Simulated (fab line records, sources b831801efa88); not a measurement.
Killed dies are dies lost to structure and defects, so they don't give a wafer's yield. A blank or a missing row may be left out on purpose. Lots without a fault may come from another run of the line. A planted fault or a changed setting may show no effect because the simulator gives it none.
A struck lot beside a sound one | flow gf180mcu | 14 steps out of a route of 602
Sound: wafers L199.1, L199.3, L199.5. Struck: wafers L193.3, L193.5, L193.6. The cause comes at the end.
At each step with rows: each side's tool, then ch and its chambers, then its first start. Under that, the readings that differ: sound wafers | struck wafers | difference of the means | sigmas: that difference in standard deviations of wafers without a fault.
alike: readings whose means differ by less than 2 such deviations, and words and numbers that are the same on both sides. not compared: withheld readings, readings that some wafer has no value for, bounds like >300 that may hide the same value, and numbers for which the record gives no deviation and whose values overlap.
The two part at a step that has a row with sigmas, a row that says differs or no value, or rows on one side only. Numbers that don't overlap but have no deviation are shown without sigmas and don't part them. A reading that every wafer of one side lacks parts them only if that side has two wafers or more.

GF_DUAL_GATE_OVL_MEAS_11:
  sound on overlay-01, day 14 06:31; struck on overlay-02, day 12 10:26
  alike: DUAL_GATE_OVL
then, 1 step without rows for these wafers: GF_DUAL_GATE_WET_ETCH_12 (etches SiO2 in dHF, target depth 13 nm, time 260 s).
GF_DUAL_GATE_STRIP_13: strips in O2/N2.
  sound on plasma_asher-02 ch 0,1, day 14 06:38; struck on plasma_asher-02 ch 0,1, day 12 10:34
  alike: drypump_motor_current_A, heater_power_w, oes_product_au, strip_time_to_endpoint_s
  not compared: rf_hours_counter_h
then, 3 steps without rows for these wafers: GF_DUAL_GATE_CLEAN_14 (cleans in SC1/SC2, time 150 s); GF_DUAL_GATE_OXIDATION_15 (stabilise 600 s, purge 300 s, target thk 7.098 nm); GF_POLY_GATE_CVD_00 (deposits poly-Si, target thk 200 nm, time 1200 s).
GF_POLY_GATE_THK_MEAS_01:
  sound on film_metro-03, day 14 10:20; struck on film_metro-02, day 12 20:13
  alike: POLY_GATE_CVD_00_THK
then, 5 steps without rows for these wafers: GF_POLY_GATE_DEHYDRATE_02 (time 60 s); GF_POLY_GATE_HMDS_03 (prime time 60 s); GF_POLY_GATE_COAT_04; GF_POLY_GATE_COAT_05 (resist thk 700 nm); GF_POLY_GATE_SOFTBAKE_06 (time 60 s).
GF_POLY_GATE_EXPOSE_07: exposes mask Poly2, target cd 280 nm.
  sound on krf_scanner-02 ch 0, day 14 20:30; struck on krf_scanner-01, day 13 05:29
  no value came back on the struck wafers for exposure_dose_mJ_cm2, focus_offset_nm (nm), stage_vel_mm_s (mm/s); on the sound wafers exposure_dose_mJ_cm2 reads 28.008 28.018 27.972
  alike: mask
then, 1 step without rows for these wafers: GF_POLY_GATE_PEB_08 (peb time 90 s).

WHERE THEY PART
Only at GF_POLY_GATE_EXPOSE_07, within this record.

WHY: what the simulator had put in
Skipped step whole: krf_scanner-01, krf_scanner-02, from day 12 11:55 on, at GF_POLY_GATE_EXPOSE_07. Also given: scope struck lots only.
